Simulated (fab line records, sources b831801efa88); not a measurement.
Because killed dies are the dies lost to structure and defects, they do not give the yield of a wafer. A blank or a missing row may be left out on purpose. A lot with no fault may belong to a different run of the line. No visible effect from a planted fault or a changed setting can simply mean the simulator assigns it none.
What tool caused it? -- flow sky130 -- 11 lots with 33 wafers sampled at 2 steps, on a route of 708 steps

WHAT THE GAUGES READ, wafer by wafer
SKY_SONOS_ONO_THK_MEAS_01.
lot,measured,on,SONOS_ONO_OXIDATION_THK (nm)
L618,day 11 16:23,film_metro-04,2.58 2.56 2.60
L619,day 12 01:30,film_metro-04,2.61 2.60 2.66
L620,day 12 21:05,film_metro-01,2.91 2.90 2.85
L621,day 12 21:07,film_metro-04,2.86 2.90 2.92
L622,day 12 23:36,film_metro-03,2.87 2.85 2.84
L631,day 15 20:53,film_metro-03,2.50 2.53 2.60
L635,day 17 06:38,film_metro-04,2.69 2.68 2.68
L636,day 17 10:36,film_metro-01,2.62 2.70 2.65
L638,day 18 00:20,film_metro-03,2.52 2.56 2.62
L639,day 18 08:00,film_metro-04,2.55 2.66 2.60
L640,day 18 19:47,film_metro-03,2.64 2.63 2.60

WHICH TOOL RAN EACH LOT (tool, then ch and the chambers of the sampled wafers, then the start)
lot,SKY_SONOS_ONO_OXIDATION_00
L618,"furnace-01 ch 0, day 11 15:03"
L619,"furnace-01 ch 0, day 12 00:10"
L620,"furnace-01 ch 0, day 12 19:44"
L621,"furnace-01 ch 0, day 12 19:44"
L622,"furnace-01 ch 0, day 12 22:15"
L631,"furnace-02 ch 0, day 15 19:32"
L635,"furnace-02 ch 0, day 17 05:17"
L636,"furnace-01 ch 0, day 17 09:14"
L638,"furnace-02 ch 0, day 17 22:59"
L639,"furnace-01 ch 0, day 18 06:38"
L640,"furnace-01 ch 0, day 18 18:25"
- SKY_SONOS_ONO_OXIDATION_00: stabilise 600 s, purge 300 s, target thk 2.6 nm.

WHAT THE TOOLS THEMSELVES READ (means of the sampled wafers that have a number; where no wafer has one, the mark that the record gives instead)
SKY_SONOS_ONO_OXIDATION_00.
lot,tool,ramp_down_c_per_min,spike_tc_centre_C (C),spike_tc_lower_C (C),spike_tc_upper_C (C),tube_center_temp_C (C),tube_center_temp_C_max
L618,furnace-01,3.0000,798.6,799.6,799.4,800,801.9
L619,furnace-01,3.0001,798.6,799.7,799.2,800,801.9
L620,furnace-01,3.0003,806.1,807.1,806.0,807,809.1
L621,furnace-01,2.9995,806.1,806.8,806.8,807,809.2
L622,furnace-01,2.9998,806.8,807.2,806.3,807,809.9
L631,furnace-02,3.0003,801.2,802.4,801.0,800,802.3
L635,furnace-02,3.0003,800.8,801.6,801.1,800,802.1
L636,furnace-01,2.9998,799.0,798.9,798.1,800,801.7
L638,furnace-02,2.9996,800.5,801.9,799.8,800,801.9
L639,furnace-01,3.0004,800.1,799.1,799.9,800,802.1
L640,furnace-01,3.0002,799.4,799.8,797.6,800,801.7

THE ANSWER, worked out from the rows above alone
Rule: the usual values come from the lots themselves. The widest of any qualifying gaps counts: lots, ordered by their means at a reading, are off when they make up no more than a third of the lots, leave a main group of 4 or more, and stand apart from it by 3 or more times the standard deviation of that group's means. Not used: any main group whose means are identical at the precision the tables above print for the reading. Also off: a lot with no number at a reading for which 4 or more lots have one. Any other lot the step has rows for is counted as sound. After the gauges, taken in route order, come the tools' own readings; for these a lot's mean is taken, as printed above. At the first step where some lot is off, the reading lying furthest off is the one used; lots without a number count as furthest.
Off: at SKY_SONOS_ONO_THK_MEAS_01 (SONOS_ONO_OXIDATION_THK), L620, L621, L622. Mean 2.61 nm and standard deviation 0.044 in the main group.
A tool fits if, at a process step before that reading, it ran every lot that is off, and no sound lot after the first of them. Not tried: the gauges at SKY_SONOS_ONO_THK_MEAS_01; whatever is off there is also off at SKY_SONOS_ONO_OXIDATION_00, on other tools, and gauge error can't account for it. Not one of the candidates tried fits.

WHAT THE SIMULATOR HAD INSERTED
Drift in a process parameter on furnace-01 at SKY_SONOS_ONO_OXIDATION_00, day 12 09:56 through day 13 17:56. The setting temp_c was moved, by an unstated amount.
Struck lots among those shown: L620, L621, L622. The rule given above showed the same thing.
